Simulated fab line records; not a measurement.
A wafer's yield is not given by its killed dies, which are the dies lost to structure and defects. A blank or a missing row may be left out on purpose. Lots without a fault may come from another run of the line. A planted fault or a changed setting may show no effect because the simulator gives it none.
Which tool is to blame? | flow sky130 | 42 wafers from 14 lots sampled at 2 of the route's 708 steps

## WHAT THE GAUGES READ, wafer by wafer
SKY_VIA1_THK_MEAS_01. Usual: VIA1_HDPCVD_THK 1032 nm, standard deviation 10.
lot  | measured     | on            | VIA1_HDPCVD_THK (nm) | flag
L444 | day 32 21:42 | film metro-01 | 1029 1034 1031       |
L446 | day 33 10:23 | film metro-03 | 1025 1017 1011       |
L448 | day 34 03:48 | film metro-04 | 1009 1007 1011       |
L451 | day 35 14:20 | film metro-01 | 1025 1013 1019       |
L452 | day 35 22:45 | film metro-01 | 1041 1034 1036       |
L453 | day 36 05:34 | film metro-04 | 1039 1038 1034       |
L454 | day 36 07:44 | film metro-03 | 928 938 1028         | OFF
L455 | day 36 11:44 | film metro-01 | 1041 1053 1042       |
L459 | day 37 21:51 | film metro-01 | 918 926 1032         | OFF
L461 | day 38 18:08 | film metro-01 | 1023 1042 1027       |
L464 | day 39 07:40 | film metro-03 | 1045 1033 1028       |
L465 | day 39 11:56 | film metro-04 | 1029 1026 1019       |
L466 | day 39 18:16 | film metro-01 | 1049 1023 1037       |
L467 | day 39 23:16 | film metro-01 | 1050 1048 1055       |

## WHICH TOOL RAN EACH LOT (tool, then ch and the chambers of the sampled wafers, then the start)
lot  | SKY_VIA1_HDPCVD_00
L444 | hdpcvd-02 ch 0,1,2, day 32 21:37
L446 | hdpcvd-02 ch 0,2, day 33 10:16
L448 | hdpcvd-02 ch 0,1,2, day 34 03:40
L451 | hdpcvd-02 ch 0,1,2, day 35 14:16
L452 | hdpcvd-02 ch 1,2, day 35 22:37
L453 | hdpcvd-02 ch 0,1, day 36 05:26
L454 | hdpcvd-02 ch 0,1, day 36 07:38
L455 | hdpcvd-01 ch 0,1, day 36 11:37
L459 | hdpcvd-02 ch 1,2, day 37 21:43
L461 | hdpcvd-01 ch 0,1,2, day 38 18:01
L464 | hdpcvd-01 ch 1,2, day 39 07:32
L465 | hdpcvd-01 ch 0,1,2, day 39 11:52
L466 | hdpcvd-01 ch 0,2, day 39 18:10
L467 | hdpcvd-01 ch 1,2, day 39 23:09
- SKY_VIA1_HDPCVD_00: deposits SiO2, target thk 1030 nm, time 171.7 s.

## WHAT THE TOOLS THEMSELVES READ (means of the sampled wafers that have a number; where no wafer has one, the mark that the record gives instead)
SKY_VIA1_HDPCVD_00. Usual: pressure mtorr 6.000 mTorr, standard deviation 0.014; run length s 199.7 s, standard deviation 0.52.
lot  | tool      | pressure mtorr (mTorr) | run length s (s) | flag
L444 | hdpcvd-02 | 5.999                  | 199.3            |
L446 | hdpcvd-02 | 6.022                  | 199.4            |
L448 | hdpcvd-02 | 5.993                  | 199.7            |
L451 | hdpcvd-02 | 6.005                  | 199.3            |
L452 | hdpcvd-02 | 6.000                  | 199.4            |
L453 | hdpcvd-02 | 6.009                  | 199.5            |
L454 | hdpcvd-02 | 6.007                  | 188.2            | OFF
L455 | hdpcvd-01 | 5.991                  | 199.4            |
L459 | hdpcvd-02 | 5.985                  | 188.7            | OFF
L461 | hdpcvd-01 | 6.000                  | 200.0            |
L464 | hdpcvd-01 | 5.994                  | 199.8            |
L465 | hdpcvd-01 | 6.000                  | 199.9            |
L466 | hdpcvd-01 | 6.005                  | 200.0            |
L467 | hdpcvd-01 | 5.995                  | 200.2            |

## THE ANSWER, worked out from the rows above alone
Rule: lot off if the mean of its wafers having a number is beyond 3 standard deviations from the usual mean. A lot without any number at a reading at which 4 lots or more have one is off too. Where the step has rows for the other lots, those lots are counted as sound. First the gauges in route order, then the tools' own readings, where a lot's mean is used as printed above. The first step at which some lot is off is used, and at that step the reading that is off furthest; a lot without a number counts as furthest.
Off: at SKY_VIA1_THK_MEAS_01 (VIA1_HDPCVD_THK), L454, L459.
If a tool, at a process step before that reading, ran all the lots that are off and no sound lot after the first of them, it fits. The gauges at SKY_VIA1_THK_MEAS_01 aren't tried: what is off there is off at SKY_VIA1_HDPCVD_00 too, on other tools, and a gauge's error can't cause that. One candidate fits, namely hdpcvd-02 at SKY_VIA1_HDPCVD_00. A fault onset in the window from L453 (day 36 05:26, its last sound lot) to L454 (day 36 07:38, its first lot off) fits.
On the lots that are off, the tool's own readings at SKY_VIA1_HDPCVD_00 differ by more than 5 times the standard deviation of the sound lots' means, which bears it out; run length s reads 188.4 s there versus 199.7 s on the sound lots.

## WHAT THE SIMULATOR PUT IN
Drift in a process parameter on hdpcvd-02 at SKY_VIA1_HDPCVD_00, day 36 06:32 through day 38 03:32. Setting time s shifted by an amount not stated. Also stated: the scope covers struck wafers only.
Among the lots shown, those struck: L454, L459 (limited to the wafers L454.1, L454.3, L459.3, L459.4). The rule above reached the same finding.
